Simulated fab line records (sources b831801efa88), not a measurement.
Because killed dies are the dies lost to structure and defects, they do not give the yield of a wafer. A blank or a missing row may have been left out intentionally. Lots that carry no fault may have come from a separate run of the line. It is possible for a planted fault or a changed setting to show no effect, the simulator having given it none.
Which tool did it? / flow gf180mcu / Sampling: 11 lots, 33 wafers, 2 of 602 route steps

== WHAT EACH GAUGE READ, for each wafer ==
GF_V4_CD_MEAS_14: target cd 260 nm. Usual: cd-nm at 259.6 nm, with a standard deviation of 1.
lot=L707; measured=day 24 09:44; on=cd-sem-01; cd-nm (nm)=260.4 260.0 260.0; flag=
lot=L709; measured=day 25 07:11; on=cd-sem-01; cd-nm (nm)=258.0 257.6 258.5; flag=
lot=L710; measured=day 25 10:30; on=cd-sem-01; cd-nm (nm)=259.0 260.0 259.1; flag=
lot=L715; measured=day 27 04:14; on=cd-sem-02; cd-nm (nm)=259.5 259.7 259.5; flag=
lot=L719; measured=day 28 12:41; on=cd-sem-01; cd-nm (nm)=261.9 259.8 260.6; flag=
lot=L724; measured=day 29 20:54; on=cd-sem-01; cd-nm (nm)=260.0 259.9 260.3; flag=
lot=L725; measured=day 30 02:07; on=cd-sem-02; cd-nm (nm)=260.9 261.8 261.2; flag=
lot=L726; measured=day 30 10:23; on=cd-sem-02; cd-nm (nm)=259.3 258.0 260.1; flag=
lot=L727; measured=day 30 17:02; on=cd-sem-02; cd-nm (nm)=260.8 262.5 260.6; flag=
lot=L729; measured=day 31 01:01; on=cd-sem-01; cd-nm (nm)=258.2 258.7 258.0; flag=
lot=L730; measured=day 31 08:31; on=cd-sem-01; cd-nm (nm)=259.5 258.6 260.3; flag=

== TOOL THAT RAN EACH LOT (tool first, then ch and the chambers of the sampled wafers, then the start) ==
lot=L707; GF_V4_CMP_04=cmp-02 ch 0,1, day 23 11:01
lot=L709; GF_V4_CMP_04=cmp-01 ch 0,1,3, day 24 09:13
lot=L710; GF_V4_CMP_04=cmp-01 ch 1,2,3, day 24 12:53
lot=L715; GF_V4_CMP_04=cmp-02 ch 0,2,3, day 26 07:21
lot=L719; GF_V4_CMP_04=cmp-01 ch 0,1,2, day 27 17:32
lot=L724; GF_V4_CMP_04=cmp-02 ch 0,1,3, day 29 01:10
lot=L725; GF_V4_CMP_04=cmp-01 ch 1,2,3, day 29 06:51
lot=L726; GF_V4_CMP_04=cmp-01 ch 0,3, day 29 15:17
lot=L727; GF_V4_CMP_04=cmp-01 ch 0,1,3, day 29 22:37
lot=L729; GF_V4_CMP_04=cmp-02 ch 0,3, day 30 06:28
lot=L730; GF_V4_CMP_04=cmp-01 ch 0,1,3, day 30 14:09
- GF_V4_CMP_04: polishes SiO2.

== AS READ BY THE TOOLS THEMSELVES (means over the sampled wafers that have a number; for cases with no such wafer, the mark the record gives instead) ==
GF_V4_CMP_04. Usual: motor-current-A 12.3 A, standard deviation 1.6; slurry-flow-ml-min 150.0, standard deviation 0.48; time-to-endpoint-s 78 s, standard deviation 7.9.
lot=L707; tool=cmp-02; motor-current-A (A)=12.0; slurry-flow-ml-min=150.0; time-to-endpoint-s (s)=76; flag=
lot=L709; tool=cmp-01; motor-current-A (A)=11.9; slurry-flow-ml-min=150.3; time-to-endpoint-s (s)=79; flag=
lot=L710; tool=cmp-01; motor-current-A (A)=12.1; slurry-flow-ml-min=150.2; time-to-endpoint-s (s)=80; flag=
lot=L715; tool=cmp-02; motor-current-A (A)=12.0; slurry-flow-ml-min=149.7; time-to-endpoint-s (s)=79; flag=
lot=L719; tool=cmp-01; motor-current-A (A)=12.7; slurry-flow-ml-min=149.8; time-to-endpoint-s (s)=81; flag=
lot=L724; tool=cmp-02; motor-current-A (A)=13.0; slurry-flow-ml-min=150.1; time-to-endpoint-s (s)=74; flag=
lot=L725; tool=cmp-01; motor-current-A (A)=12.2; slurry-flow-ml-min=150.2; time-to-endpoint-s (s)=80; flag=
lot=L726; tool=cmp-01; motor-current-A (A)=10.9; slurry-flow-ml-min=150.5; time-to-endpoint-s (s)=86; flag=
lot=L727; tool=cmp-01; motor-current-A (A)=11.8; slurry-flow-ml-min=149.8; time-to-endpoint-s (s)=87; flag=
lot=L729; tool=cmp-02; motor-current-A (A)=12.8; slurry-flow-ml-min=150.3; time-to-endpoint-s (s)=69; flag=
lot=L730; tool=cmp-01; motor-current-A (A)=11.2; slurry-flow-ml-min=150.3; time-to-endpoint-s (s)=85; flag=

== THE ANSWER, worked out from the rows above alone ==
Rule: lot off if the mean of its wafers having a number is beyond 3 standard deviations from the usual mean. Also off: a lot with no number at a reading for which 4 or more lots have one. The other lots that the step has rows for count as sound. The gauges are gone through in route order, then the tools' own readings, and for those a lot's mean is taken as printed above. At the first step where some lot is off, the reading lying furthest off is the one used; lots without a number count as furthest.
No lot is off on any of the readings shown, so nothing can be concluded from this.

== WHAT WAS PUT IN BY THE SIMULATOR ==
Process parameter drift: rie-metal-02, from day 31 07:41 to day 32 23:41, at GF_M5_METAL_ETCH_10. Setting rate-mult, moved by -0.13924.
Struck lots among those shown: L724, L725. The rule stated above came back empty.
